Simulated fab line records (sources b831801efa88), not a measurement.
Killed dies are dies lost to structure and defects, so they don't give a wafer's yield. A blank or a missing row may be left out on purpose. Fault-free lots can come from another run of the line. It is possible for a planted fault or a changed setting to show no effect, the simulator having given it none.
Struck lot and sound lot, side by side    flow gf180mcu    17 out of 602 route steps
Sound: the wafers L925.1, L925.2, L925.4. The struck wafers were L927.2, L927.5, L927.6. The cause is given at the end.
Order at every step that has rows: each side's tool, ch and its chambers, its first start. Under that, the readings that differ: sound wafers    struck wafers    difference of the means    sigmas: that difference in standard deviations of wafers without a fault.
alike: a reading whose means differ by less than 2 such deviations, as well as words and numbers matching on both sides. not compared: withheld readings; readings where some wafer has no value; bounds like >300 that might hide an equal value; numbers whose values overlap and for which the record gives no deviation.
The two part at a step that has a row with sigmas, a row that says differs or no value, or rows on one side only. Non-overlapping numbers with no deviation appear without sigmas and do not part them. A reading that every wafer of one side lacks parts them only if that side has two wafers or more.

first, 4 steps without rows for these wafers: GF_SAB_SOFTBAKE_05 (time 60 s); GF_SAB_EXPOSE_06 (exposes mask SAB, target cd 420 nm); GF_SAB_PEB_07; GF_SAB_DEVELOP_08 (develop time 60 s).
GF_SAB_CD_MEAS_09 targets a cd of 420 nm.
  sound on cdSem-02 at day 18 09:20; struck on cdSem-01 at day 19 09:36
reading    sound              struck             difference  sigmas
cdNm (nm)  418.1 418.8 418.7  425.9 424.8 424.7  +6.6        +3
GF_SAB_OVL_MEAS_10:
  sound on overlay-02 at day 18 09:27; struck on overlay-01 at day 19 09:43
  alike: SAB_OVL
GF_SAB_ETCH_11: etches SiO2 in C4F8/O2/Ar, target depth 55 nm, time 8.5 s.
  sound on rieDiel-04 ch 1,2, day 18 09:29; struck on rieDiel-04 ch 1,3, day 19 09:44
  alike: oesProductAu
  not compared: rfHoursCounterH
then, 1 step without rows for these wafers: GF_SAB_WET_ETCH_12 (etches SiO2 in dHF, target depth 22 nm, time 440 s).
GF_SAB_STRIP_13: strips in O2/N2.
  sound on plasmaAsher-01 ch 0,1, day 18 09:38; struck on plasmaAsher-02 ch 0,1, day 19 09:53
reading                   sound              struck             difference  sigmas
stripTimeToEndpointS (s)  12.55 12.57 12.56  12.63 12.65 12.66  +0.09       +3
  alike: drypumpMotorCurrentA, heaterPowerW, oesProductAu
  not compared: rfHoursCounterH
then, 2 steps without rows for these wafers: GF_SALICIDE_CLEAN_00 (cleans in SC1/SC2, time 150 s); GF_SALICIDE_WET_ETCH_01 (etches SiO2 in dHF, target depth 5 nm, time 100 s).
GF_SALICIDE_SPUTTER_02: material Co, target thk 10 nm, time 20 s.
  sound on pvdSputter-03 at day 18 09:49; struck on pvdSputter-03 at day 19 10:04
  alike: throttleValvePct
GF_SALICIDE_SPUTTER_03: material TiN, target thk 20 nm, time 17.46 s.
  sound on pvdSputter-03 at day 18 09:51; struck on pvdSputter-03 at day 19 10:06
reading                                      sound              struck            difference  sigmas
model.TiN_of_SALICIDE_SPUTTER_03.thkNm (nm)  20.56 20.35 20.78  23.16 22.8 22.68  +2.32       
  alike: throttleValvePct
GF_SALICIDE_RS_MEAS_04: a four-point-probe measurement.
  sound on filmMetro-02 at day 18 09:53; struck on filmMetro-04 at day 19 10:09
reading                   sound           struck          difference  sigmas
SALICIDE_TIN_RS (ohm/sq)  15.8 16.1 15.8  15.1 15.3 14.9  -0.8        -2
GF_SALICIDE_THK_MEAS_05: measures by xrf.
  sound on filmMetro-02 at day 18 10:00; struck on filmMetro-04 at day 19 10:16
reading                sound           struck          difference  sigmas
SALICIDE_TIN_THK (nm)  20.6 20.4 20.8  23.3 22.9 22.8  +2.4        +7
GF_SALICIDE_RTA_06: time 30 s.
  sound on rtpAnneal-01 ch 0, day 18 10:04; struck on rtpAnneal-02 ch 0, day 19 10:20
  alike: lampPowerPct, wafer_temp_C_max
-- the record jumps here: 13 days lie between the struck wafers' starts before and after (it left off in module SALICIDE and takes up again in module PASSIVATION, whose first step shown is number 602 of the route) --
GF_PASSIVATION_PROBE_99:
  only the struck wafers here have rows in the record (prober-02, day 32 10:23); the sound ones have none

== WHERE THEY PART ==
Earliest at GF_SAB_CD_MEAS_09; latest, in this record, at GF_PASSIVATION_PROBE_99.

WHY: whatever the simulator had introduced
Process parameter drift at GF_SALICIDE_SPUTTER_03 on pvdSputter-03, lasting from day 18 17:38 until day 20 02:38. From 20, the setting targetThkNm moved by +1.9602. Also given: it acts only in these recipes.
